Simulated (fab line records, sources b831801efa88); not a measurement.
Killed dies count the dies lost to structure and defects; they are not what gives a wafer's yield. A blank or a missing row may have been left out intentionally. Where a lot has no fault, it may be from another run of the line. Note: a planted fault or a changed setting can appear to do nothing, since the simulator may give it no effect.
fab line records ; flow gf180mcu
[record] lots = 13; wafers = 39; lastDay = 34
route steps=602 shown M3@409 M4@456 MIM@506
lots with no fault: from the same line, run without faults
startH: the number of hours between the record's first day and the start of the first shown wafer of the lot ; waitH: how many hours have passed since the lot's step before this one ; " unchanged from the row above ; L1.1+2: several wafers, shown together as one row ; - no value, or no start was given ; * or withheld: withheld ; < > ~ a bound
route shown NAME@n: NAME is a module with steps in the file, n the number in the route of the first one ; usual: the fault-free wafers' mean and standard deviation ; same: alike in all rows ; chamber/n: place in a boat ; sites: per-site readings ; _std_site: the values' standard deviation ; _edge_site: the outer-site mean with the inner-site mean subtracted ; radiusMm: for every site, how far away it sits from the centre of the wafer ; mask NAME#n: copy n ; behind: the tool/chamber that last shaped the wafer ; hold: why the lot went on hold/how many hours it stayed there/how the hold came to an end ; device: transistor that didn't switch, given as n, p or np ; end of line: at the end of the route, the tests of the same wafers ; step lacking rows: just its recipe ; killed: not the wafer's yield, but the dies lost to structure and defects at the first sort ; map: per-die view of a wafer (x killed, . not killed, _ where there is no die)
set.NAME: the setting the step ran with; set.NAME@STEP: the setting that earlier step ran with ; model.NAME: the simulator's own value behind a step, which no gauge read
a sample of lots followed through the steps of the route, with each step as a table and each wafer as a row
services: from which hour (startH, from the record's first day; less than 0 if before it) a tool's chamber was out of use, for how many hours, and why
[[steps]]
[step GF_M3_SPUTTER_00]
[recipe] material = Ti; targetThkNm = 37.5; arrivingIonEnergyEv = 80; substrateTempC = 200; chamberPressurePa = 2; powerW = 4000; timeS = 150
[usual] cathodeDcPowerW = 4000.1/0.71; throttleValvePct = 30.2/1
lot.wafer;tool;chamber;startH;waitH;cathodeDcPowerW;throttleValvePct
L211.3;pvdSputter-02;-;469.54;0.1;4000.8;30.3
L211.4;pvdSputter-02;-;469.54;0.1;3999.2;30.4
L211.6;pvdSputter-02;-;469.54;0.1;4000.4;30.8
L213.2;pvdSputter-01;-;491.18;0.1;3999.6;29.0
L213.5;pvdSputter-01;-;491.18;0.1;3999.6;29.7
L213.6;pvdSputter-01;-;491.18;0.1;4000.0;29.0
L214.2;pvdSputter-04;-;494.13;0.2;4000.0;31.7
L214.3;pvdSputter-04;-;494.13;0.2;3999.9;28.8
L214.5;pvdSputter-04;-;494.13;0.2;4000.5;31.6
L217.2;pvdSputter-02;-;512.20;0.1;3999.7;31.2
L217.4;pvdSputter-02;-;512.20;0.1;4000.0;30.0
L217.5;pvdSputter-02;-;512.20;0.1;4000.3;29.9
L218.1;pvdSputter-02;-;530.52;0.2;3999.9;30.3
L218.2;pvdSputter-02;-;530.52;0.2;3999.3;30.8
L218.6;pvdSputter-02;-;530.52;0.2;3999.9;30.8
L219.1;pvdSputter-01;-;540.60;0.1;4001.0;29.4
L219.4;pvdSputter-01;-;540.60;0.1;4000.6;29.5
L219.5;pvdSputter-01;-;540.60;0.1;4000.1;31.8
L224.2;pvdSputter-01;-;583.88;0.2;4000.6;31.6
L224.4;pvdSputter-01;-;583.88;0.2;3999.0;29.4
L224.6;pvdSputter-01;-;583.88;0.2;3999.8;31.7
L226.2;pvdSputter-01;-;594.13;0.2;4000.5;29.0
L226.4;pvdSputter-01;-;594.13;0.2;3999.4;31.5
L226.5;pvdSputter-01;-;594.13;0.2;3999.0;31.6
L227.1;pvdSputter-02;-;603.97;0.1;3999.7;31.3
L227.4;pvdSputter-02;-;603.97;0.1;4000.1;30.1
L227.5;pvdSputter-02;-;603.97;0.1;3999.6;31.0
L229.1;pvdSputter-01;-;616.66;0.1;4000.7;29.1
L229.4;pvdSputter-01;-;616.66;0.1;3998.9;29.3
L229.5;pvdSputter-01;-;616.66;0.1;4001.7;29.0
L230.2;pvdSputter-01;-;620.89;0.2;3998.9;29.6
L230.3;pvdSputter-01;-;620.89;0.2;3999.7;29.1
L230.4;pvdSputter-01;-;620.89;0.2;4000.4;31.5
L231.1;pvdSputter-02;-;626.95;0.2;4000.4;29.9
L231.5;pvdSputter-02;-;626.95;0.2;4000.7;30.2
L231.6;pvdSputter-02;-;626.95;0.2;3999.3;31.2
L234.3;pvdSputter-02;-;646.21;0.2;4000.1;31.1
L234.4;pvdSputter-02;-;646.21;0.2;4000.0;30.6
L234.5;pvdSputter-02;-;646.21;0.2;4000.8;30.7
[step GF_M4_SPUTTER_00]
[recipe] material = Ti; targetThkNm = 37.5; arrivingIonEnergyEv = 80; substrateTempC = 200; chamberPressurePa = 2; powerW = 4000; timeS = 150
[usual] cathodeDcPowerW = 3999.9/0.68; throttleValvePct = 30.4/0.94
lot.wafer;tool;chamber;startH;waitH;cathodeDcPowerW;throttleValvePct
L211.3;pvdSputter-02;-;519.99;0.1;4000.7;30.4
L211.4;pvdSputter-02;-;519.99;0.1;4000.0;31.1
L211.6;pvdSputter-02;-;519.99;0.1;4000.5;30.8
L213.2;pvdSputter-04;-;540.28;0.1;3999.7;29.8
L213.5;pvdSputter-04;-;540.28;0.1;3999.4;28.8
L213.6;pvdSputter-04;-;540.28;0.1;3999.5;29.5
L214.2;pvdSputter-03;-;543.11;0.2;4000.5;31.4
L214.3;pvdSputter-03;-;543.11;0.2;4000.8;29.4
L214.5;pvdSputter-03;-;543.11;0.2;4000.1;31.9
L217.2;pvdSputter-03;-;559.67;0.2;3999.9;31.6
L217.4;pvdSputter-03;-;559.67;0.2;3999.8;29.3
L217.5;pvdSputter-03;-;559.67;0.2;3999.7;31.3
L218.1;pvdSputter-02;-;578.51;0.2;4001.1;30.3
L218.2;pvdSputter-02;-;578.51;0.2;3998.7;30.9
L218.6;pvdSputter-02;-;578.51;0.2;3998.5;30.4
L219.1;pvdSputter-03;-;587.59;0.2;4000.4;29.6
L219.4;pvdSputter-03;-;587.59;0.2;4000.1;31.4
L219.5;pvdSputter-03;-;587.59;0.2;4000.9;31.6
L224.2;pvdSputter-04;-;627.91;0.2;4000.4;30.0
L224.4;pvdSputter-04;-;627.91;0.2;3998.9;31.7
L224.6;pvdSputter-04;-;627.91;0.2;4000.0;30.2
L226.2;pvdSputter-02;-;638.21;0.1;4000.4;31.1
L226.4;pvdSputter-02;-;638.21;0.1;3999.7;30.5
L226.5;pvdSputter-02;-;638.21;0.1;4001.0;30.4
L227.1;pvdSputter-03;-;646.89;0.1;4000.2;29.3
L227.4;pvdSputter-03;-;646.89;0.1;3999.9;31.9
L227.5;pvdSputter-03;-;646.89;0.1;3999.1;29.5
L229.1;pvdSputter-03;-;660.58;0.1;3999.7;29.4
L229.4;pvdSputter-03;-;660.58;0.1;4000.1;31.7
L229.5;pvdSputter-03;-;660.58;0.1;3999.3;31.9
L230.2;pvdSputter-04;-;664.05;0.2;4000.2;29.6
L230.3;pvdSputter-04;-;664.05;0.2;4000.3;28.8
L230.4;pvdSputter-04;-;664.05;0.2;4000.9;31.6
L231.1;pvdSputter-02;-;670.28;0.1;4000.2;30.0
L231.5;pvdSputter-02;-;670.28;0.1;4000.4;30.9
L231.6;pvdSputter-02;-;670.28;0.1;4000.1;30.4
L234.3;pvdSputter-04;-;687.56;0.1;3999.5;29.6
L234.4;pvdSputter-04;-;687.56;0.1;4000.5;31.3
L234.5;pvdSputter-04;-;687.56;0.1;3999.0;30.0
[step GF_M4_SPUTTER_04]
[recipe] material = TiN; targetThkNm = 50; powerW = 6500; timeS = 41.7; chamberPressurePa = 0.4
[usual] cathodeDcPowerW = 6500.0/1.1; throttleValvePct = 30.4/0.97
lot.wafer;tool;chamber;startH;waitH;cathodeDcPowerW;throttleValvePct
L211.3;pvdSputter-02;-;520.17;0.0;6498.7;30.5
L211.4;pvdSputter-02;-;520.17;0.0;6500.0;30.7
L211.6;pvdSputter-02;-;520.17;0.0;6499.6;30.7
L213.2;pvdSputter-04;-;540.46;0.0;6499.9;30.1
L213.5;pvdSputter-04;-;540.46;0.0;6498.7;28.9
L213.6;pvdSputter-04;-;540.46;0.0;6500.9;29.5
L214.2;pvdSputter-03;-;543.29;0.0;6500.0;31.5
L214.3;pvdSputter-03;-;543.29;0.0;6500.4;29.1
L214.5;pvdSputter-03;-;543.29;0.0;6500.2;31.9
L217.2;pvdSputter-03;-;559.85;0.0;6500.6;31.3
L217.4;pvdSputter-03;-;559.85;0.0;6500.0;29.7
L217.5;pvdSputter-03;-;559.85;0.0;6501.1;31.5
L218.1;pvdSputter-02;-;578.69;0.0;6499.7;29.9
L218.2;pvdSputter-02;-;578.69;0.0;6500.5;30.9
L218.6;pvdSputter-02;-;578.69;0.0;6498.0;30.6
L219.1;pvdSputter-03;-;587.77;0.0;6500.5;29.6
L219.4;pvdSputter-03;-;587.77;0.0;6501.0;31.5
L219.5;pvdSputter-03;-;587.77;0.0;6501.2;31.4
L224.2;pvdSputter-04;-;628.09;0.0;6499.0;30.2
L224.4;pvdSputter-04;-;628.09;0.0;6500.7;31.7
L224.6;pvdSputter-04;-;628.09;0.0;6500.0;29.9
L226.2;pvdSputter-02;-;638.39;0.0;6497.9;31.2
L226.4;pvdSputter-02;-;638.39;0.0;6502.4;30.6
L226.5;pvdSputter-02;-;638.39;0.0;6501.1;30.3
L227.1;pvdSputter-03;-;647.08;0.0;6500.5;29.3
L227.4;pvdSputter-03;-;647.08;0.0;6498.9;31.8
L227.5;pvdSputter-03;-;647.08;0.0;6500.3;29.3
L229.1;pvdSputter-03;-;660.76;0.0;6499.8;29.0
L229.4;pvdSputter-03;-;660.76;0.0;5856.5;31.6
L229.5;pvdSputter-03;-;660.76;0.0;5854.8;31.9
L230.2;pvdSputter-04;-;664.23;0.0;6500.6;29.8
L230.3;pvdSputter-04;-;664.23;0.0;6495.7;28.8
L230.4;pvdSputter-04;-;664.23;0.0;6500.4;31.9
L231.1;pvdSputter-02;-;670.46;0.0;6500.8;30.0
L231.5;pvdSputter-02;-;670.46;0.0;6499.8;30.6
L231.6;pvdSputter-02;-;670.46;0.0;6500.3;30.3
L234.3;pvdSputter-04;-;687.74;0.0;6500.3;29.5
L234.4;pvdSputter-04;-;687.74;0.0;6500.0;31.5
L234.5;pvdSputter-04;-;687.74;0.0;6498.9;30.2
[step GF_MIM_SPUTTER_03]
[recipe] material = Ti; targetThkNm = 10; substrateTempC = 300; chamberPressurePa = 0.3; powerW = 3000; timeS = 6.7
[usual] cathodeDcPowerW = 2999.9/0.53; throttleValvePct = 30.1/0.97
lot.wafer;tool;chamber;startH;waitH;cathodeDcPowerW;throttleValvePct
L211.3;pvdSputter-01;-;568.23;0.0;3000.1;29.5
L211.4;pvdSputter-01;-;568.23;0.0;2999.6;29.2
L211.6;pvdSputter-01;-;568.23;0.0;3000.1;29.1
L213.2;pvdSputter-01;-;587.30;0.0;2999.7;31.5
L213.5;pvdSputter-01;-;587.30;0.0;2999.1;29.4
L213.6;pvdSputter-01;-;587.30;0.0;3000.5;31.7
L214.2;pvdSputter-04;-;589.89;0.0;3000.4;30.1
L214.3;pvdSputter-04;-;589.89;0.0;3001.1;28.7
L214.5;pvdSputter-04;-;589.89;0.0;2999.9;28.7
L217.2;pvdSputter-01;-;605.79;0.0;3000.4;29.5
L217.4;pvdSputter-01;-;605.79;0.0;3000.4;31.6
L217.5;pvdSputter-01;-;605.79;0.0;2999.6;29.1
L218.1;pvdSputter-02;-;624.27;0.0;3000.0;30.0
L218.2;pvdSputter-02;-;624.27;0.0;3000.4;31.2
L218.6;pvdSputter-02;-;624.27;0.0;2998.8;31.3
L219.1;pvdSputter-04;-;632.04;0.0;2999.7;30.2
L219.4;pvdSputter-04;-;632.04;0.0;2999.1;31.5
L219.5;pvdSputter-04;-;632.04;0.0;2999.7;29.4
L224.2;pvdSputter-04;-;670.85;0.0;2999.0;29.4
L224.4;pvdSputter-04;-;670.85;0.0;2999.3;28.7
L224.6;pvdSputter-04;-;670.85;0.0;3000.3;30.1
L226.2;pvdSputter-04;-;680.91;0.0;3000.0;31.6
L226.4;pvdSputter-04;-;680.91;0.0;3000.2;29.6
L226.5;pvdSputter-04;-;680.91;0.0;3000.2;28.9
L227.1;pvdSputter-01;-;688.39;0.0;3000.4;31.5
L227.4;pvdSputter-01;-;688.39;0.0;3001.8;29.1
L227.5;pvdSputter-01;-;688.39;0.0;2999.4;29.1
L229.1;pvdSputter-02;-;701.51;0.0;2999.4;30.1
L229.4;pvdSputter-02;-;701.51;0.0;3000.1;30.0
L229.5;pvdSputter-02;-;701.51;0.0;3000.6;30.5
L230.2;pvdSputter-01;-;704.96;0.0;2999.3;29.3
L230.3;pvdSputter-01;-;704.96;0.0;2999.1;29.3
L230.4;pvdSputter-01;-;704.96;0.0;3000.2;28.8
L231.1;pvdSputter-02;-;710.63;0.0;3000.0;30.8
L231.5;pvdSputter-02;-;710.63;0.0;3001.4;30.7
L231.6;pvdSputter-02;-;710.63;0.0;2999.7;30.6
L234.3;pvdSputter-02;-;726.83;0.0;3000.0;30.9
L234.4;pvdSputter-02;-;726.83;0.0;2999.5;31.1
L234.5;pvdSputter-02;-;726.83;0.0;3000.1;30.8
[[services]]
tool;chamber;startH;hours;kind
pvdSputter-02;-;520.96;1.5;repair
pvdSputter-04;-;554.55;1.0;repair
pvdSputter-02;-;569.67;5.2;repair
pvdSputter-04;-;591.34;6.8;repair
pvdSputter-02;-;591.91;5.1;repair
pvdSputter-02;-;613.32;10.3;repair
pvdSputter-04;-;674.35;1.9;repair
pvdSputter-02;-;721.68;2.7;repair
[[key]]
[firstSign] step = GF_M4_SPUTTER_04; reading = cathodeDcPowerW; direction = down; sigmas = 99+; usual = 6500.0; struck = 5855.6
effect none on later readings
metAt GF_M4_SPUTTER_04
struckLots L229
struckWafers L229.4,L229.5
notActingAt GF_M3_SPUTTER_00,GF_M4_SPUTTER_00,GF_MIM_SPUTTER_03
onsetBetween 647.08 660.76
[fault] kind = processParameterDrift; tool = pvdSputter-03; chamber = -; onsetH = 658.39; steps = GF_M4_SPUTTER_04; channel = powerW; offset = -643.38; shape = step; endH = 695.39; actsIn = theseRecipesOnly; stated = 6500; scope = struckWafersOnly
